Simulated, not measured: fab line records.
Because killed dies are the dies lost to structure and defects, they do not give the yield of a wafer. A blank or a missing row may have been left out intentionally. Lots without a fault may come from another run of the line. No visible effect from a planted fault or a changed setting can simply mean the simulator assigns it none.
Struck lot and sound lot, side by side | flow gf180mcu | 26 out of 602 route steps
Sound: the wafers L587.1, L587.2, L587.3. Wafers L592.1, L592.4, L592.5 were the ones struck. At the end, the cause is stated.
Each step with rows lists, per side, the tool, then ch with its chambers, then its first start. Under that, the readings that differ: sound wafers | struck wafers | difference of the means | sigmas: that difference in standard deviations of wafers without a fault.
alike: same words and numbers on both sides, and readings whose means sit less than 2 such deviations apart. not compared: any withheld reading, any reading some wafer has no value for, any bound like >300 that may hide the same value, and any number with overlapping values for which the record gives no deviation.
A row with sigmas, a row that says differs or no value, or rows on one side alone: a step with any of these is where the two part. When numbers do not overlap yet have no deviation, they are printed without sigmas and do not part them. A reading missing from all wafers of one side parts the sides only when that side holds two or more wafers.

first, 5 steps without rows for these wafers: GF_HV_LDD_COAT_14 (resist thk 1000 nm); GF_HV_LDD_SOFTBAKE_15 (time 60 s); GF_HV_LDD_EXPOSE_16 (exposes mask Pplus LV AREA, target cd 400 nm); GF_HV_LDD_PEB_17; GF_HV_LDD_DEVELOP_18 (develop time 60 s).
GF_HV_LDD_CD_MEAS_19 targets a cd of 400 nm.
  sound on cd-sem-02 at day 12 13:27; struck on cd-sem-01 at day 14 04:13
  alike: cd-nm
GF_HV_LDD_OVL_MEAS_20:
  sound on overlay-01 at day 12 13:34; struck on overlay-01 at day 14 04:20
  alike: HV_LDD_01_OVL
following that, these wafers have no rows for 1 step: GF_HV_LDD_IMPLANT_21.
GF_HV_LDD_STRIP_22: strips in O2/N2.
  sound on plasma-asher-02 ch 0,1, day 12 13:46; struck on plasma-asher-02 ch 0, day 14 04:31
  alike: drypump-motor-current-A, heater-power-w, n2-flow-sccm, oes-product-au, strip-time-to-endpoint-s
  not compared: rf-hours-counter-h
GF_HV_LDD_TW_MEAS_23:
  sound on film-metro-02 at day 12 13:52; struck on film-metro-02 at day 14 04:37
  alike: HV_LDD_2_TW
then, 2 steps without rows for these wafers: GF_HV_LDD_DEHYDRATE_24 (time 60 s); GF_HV_LDD_HMDS_25 (prime time 60 s).
GF_HV_LDD_COAT_26: resist thk 1000 nm.
  sound on litho-track-02 ch 0, day 12 23:18; struck on litho-track-02 ch 0, day 14 14:30
  reading                                     | sound             | struck            | difference | sigmas
  model.NOVOLAK_of_HV_LDD_COAT_26.thk-nm (nm) | 994.7 995.5 997.7 | 961.3 964.1 961.7 | -33.6      |
  alike: resist-line-temp-C
then, 3 steps without rows for these wafers: GF_HV_LDD_SOFTBAKE_27 (time 60 s); GF_HV_LDD_EXPOSE_28 (exposes mask Nplus HV AREA, target cd 400 nm); GF_HV_LDD_PEB_29.
GF_HV_LDD_DEVELOP_30: develop time 60 s.
  sound on litho-track-04 ch 0, day 13 09:49; struck on litho-track-04 ch 0, day 15 00:42
  reading                                     | sound             | struck            | difference | sigmas
  model.NOVOLAK_of_HV_LDD_COAT_26.thk-nm (nm) | 994.3 995.1 997.3 | 960.9 963.6 961.3 | -33.6      |
  alike: resist-line-temp-C
GF_HV_LDD_CD_MEAS_31 targets a cd of 400 nm.
  sound on cd-sem-02 at day 13 09:58; struck on cd-sem-02 at day 15 00:51
  reading    | sound             | struck            | difference | sigmas
  cd-nm (nm) | 400.3 400.6 399.9 | 404.8 407.2 405.5 | +5.6       | +3
GF_HV_LDD_OVL_MEAS_32:
  sound on overlay-02 at day 13 10:05; struck on overlay-02 at day 15 00:58
  alike: HV_LDD_02_OVL
then, 4 steps without rows for these wafers: GF_HV_LDD_IMPLANT_33; GF_HV_LDD_IMPLANT_34; GF_HV_LDD_IMPLANT_35; GF_HV_LDD_IMPLANT_36.
GF_HV_LDD_STRIP_37: strips in O2/N2.
  sound on plasma-asher-03 ch 0,1, day 13 10:43; struck on plasma-asher-01 ch 0,1, day 15 01:37
  reading                      | sound             | struck            | difference | sigmas
  strip-time-to-endpoint-s (s) | 12.57 12.56 12.60 | 12.18 12.19 12.19 | -0.39      | -12
  alike: drypump-motor-current-A, heater-power-w, n2-flow-sccm, oes-product-au
  not compared: rf-hours-counter-h
GF_HV_LDD_TW_MEAS_38:
  sound on film-metro-02 at day 13 10:49; struck on film-metro-02 at day 15 01:43
  alike: HV_LDD_3_TW
-- here the record skips 17 days between the struck wafers' starts before and after, leaving off in module HV_LDD and picking up in module PASSIVATION (first step shown: number 602 of the route) --
GF_PASSIVATION_PROBE_99:
  only the struck wafers here have rows in the record (prober-01, day 32 03:41); the sound ones have none

== WHERE THEY PART ==
First at GF_HV_LDD_CD_MEAS_31; last, within this record, at GF_PASSIVATION_PROBE_99.

WHY: what had been put in by the simulator
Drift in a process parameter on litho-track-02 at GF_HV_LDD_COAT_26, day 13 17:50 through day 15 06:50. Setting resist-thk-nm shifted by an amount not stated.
